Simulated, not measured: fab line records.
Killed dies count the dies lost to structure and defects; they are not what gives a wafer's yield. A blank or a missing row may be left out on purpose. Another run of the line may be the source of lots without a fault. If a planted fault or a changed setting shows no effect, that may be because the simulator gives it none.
Comparing a struck lot with a sound one ; flow sky130 ; 35 out of 708 route steps
Sound: the wafers L335.1, L335.5, L335.6. The struck wafers were L345.1, L345.3, L345.6. At the end, the cause is stated.
For every step that has rows: the tool of each side, followed by ch and its chambers, followed by its first start. Under that, the readings that differ: sound wafers ; struck wafers ; difference of the means ; sigmas: that difference in standard deviations of wafers without a fault.
alike: readings with means less than 2 such deviations apart, plus words and numbers identical on both sides. not compared: withheld readings, readings lacking a value on some wafer, bounds such as >300 that could conceal the same value, and numbers that have no deviation in the record and whose values overlap.
A row with sigmas, a row that says differs or no value, or rows on one side alone: a step with any of these is where the two part. Numbers that have no deviation but don't overlap get no sigmas and don't part them. A reading that every wafer of one side lacks parts them only if that side has two wafers or more.

first, 10 steps without rows for these wafers: SKY_METAL2_COAT_09 (resist thk 60 nm); SKY_METAL2_COAT_10 (resist thk 450 nm); SKY_METAL2_SOFTBAKE_11 (time 90 s); SKY_METAL2_EXPOSE_12 (exposes mask MM2, target cd 140 nm); SKY_METAL2_PEB_13; SKY_METAL2_DEVELOP_14 (develop time 58.36 s); SKY_METAL2_DESCUM_17 (chemistry O2, time 8 s); SKY_METAL2_ETCH_18 (etches BARC in N2/H2, stops on SiO2, time 45.9 s, target depth 60 nm); SKY_METAL2_METAL_ETCH_19 (etches the open film in Cl2/BCl3, stops on SiO2, target depth 360 nm, time 78 s); SKY_METAL2_STRIP_20 (strips in O2/N2).
SKY_METAL2_STRIP_21: strips in post etch residue remover, time 1200 s.
  sound on wet_bench-04 ch 3, day 35 02:46; struck on wet_bench-01 ch 2, day 39 04:51
reading;sound;struck;difference;sigmas
bath_heat_duty_pct (%);12.8 13.3 12.3;17.7 17.3 17.9;+4.8;+2
  alike: temp_c
then, 23 steps without rows for these wafers: SKY_METAL2_CLEAN_22 (cleans in IPA, time 180 s); SKY_METAL2_CLEAN_23 (cleans in O3/DIW); SKY_VIA2_HDPCVD_00 (deposits SiO2, target thk 1180 nm, time 196.7 s); SKY_VIA2_CMP_02 (polishes SiO2); SKY_VIA2_DEHYDRATE_04 (time 60 s); SKY_VIA2_HMDS_05 (prime time 60 s); SKY_VIA2_COAT_06 (resist thk 60 nm); SKY_VIA2_COAT_07 (resist thk 450 nm); SKY_VIA2_SOFTBAKE_08 (time 90 s); SKY_VIA2_EXPOSE_09 (exposes mask VIM2, target cd 200 nm); SKY_VIA2_PEB_10; SKY_VIA2_DEVELOP_11 (develop time 60 s); SKY_VIA2_ETCH_14 (etches BARC in N2/H2, stops on SiO2, time 45.9 s, target depth 60 nm); SKY_VIA2_ETCH_15 (etches SiO2 in C4F8/O2/Ar, stops on TiN, target depth 546 nm, time 84 s); SKY_VIA2_STRIP_16 (strips in O2/N2); SKY_VIA2_STRIP_17 (strips in post etch residue remover, time 1200 s); SKY_VIA2_CLEAN_18 (cleans in IPA, time 180 s); SKY_VIA2_CLEAN_19 (cleans in O3/DIW); SKY_VIA2_SPUTTER_20 (material TiN, target thk 20 nm, time 80 s); SKY_VIA2_CVD_21 (deposits W, target thk 420 nm, time 126.4 s); SKY_VIA2_CMP_24 (polishes, stops on SiO2, t overpolish 20 s, target thk 0 nm); SKY_METAL3_SPUTTER_00 (material Ti, target thk 15 nm, time 10 s); SKY_METAL3_SPUTTER_01 (material TiN, target thk 20 nm, time 16.7 s).
-- the record jumps here: 10 days lie between the struck wafers' starts before and after (it left off in module METAL3 and takes up again in module PAD_OPEN, whose first step shown is number 708 of the route) --
SKY_PAD_OPEN_PROBE_99:
  sound on prober-01 at day 45 16:23; struck on prober-01 at day 49 00:46
reading;sound;struck;difference;sigmas
killed_at_M0_to_M3;44 44 43;114 105 95;+61;+8
killed_at_contacts;30 23 17;57 241 27;+85;+16
killed_dies;89 83 87;192 365 137;+145;+15
killed_on_rim;15 14 18;37 51 16;+19;+6
model.etest.mcon_chain.rc_ohm;16.78 15.23 16.46;- - -;no value on the struck wafers;
  alike: killed_at_M4_up, killed_at_front_end, killed_at_other, killed_open, killed_short

== WHERE THEY PART ==
Earliest at SKY_METAL2_STRIP_21; latest, in this record, at SKY_PAD_OPEN_PROBE_99.

WHY: what had been put in by the simulator
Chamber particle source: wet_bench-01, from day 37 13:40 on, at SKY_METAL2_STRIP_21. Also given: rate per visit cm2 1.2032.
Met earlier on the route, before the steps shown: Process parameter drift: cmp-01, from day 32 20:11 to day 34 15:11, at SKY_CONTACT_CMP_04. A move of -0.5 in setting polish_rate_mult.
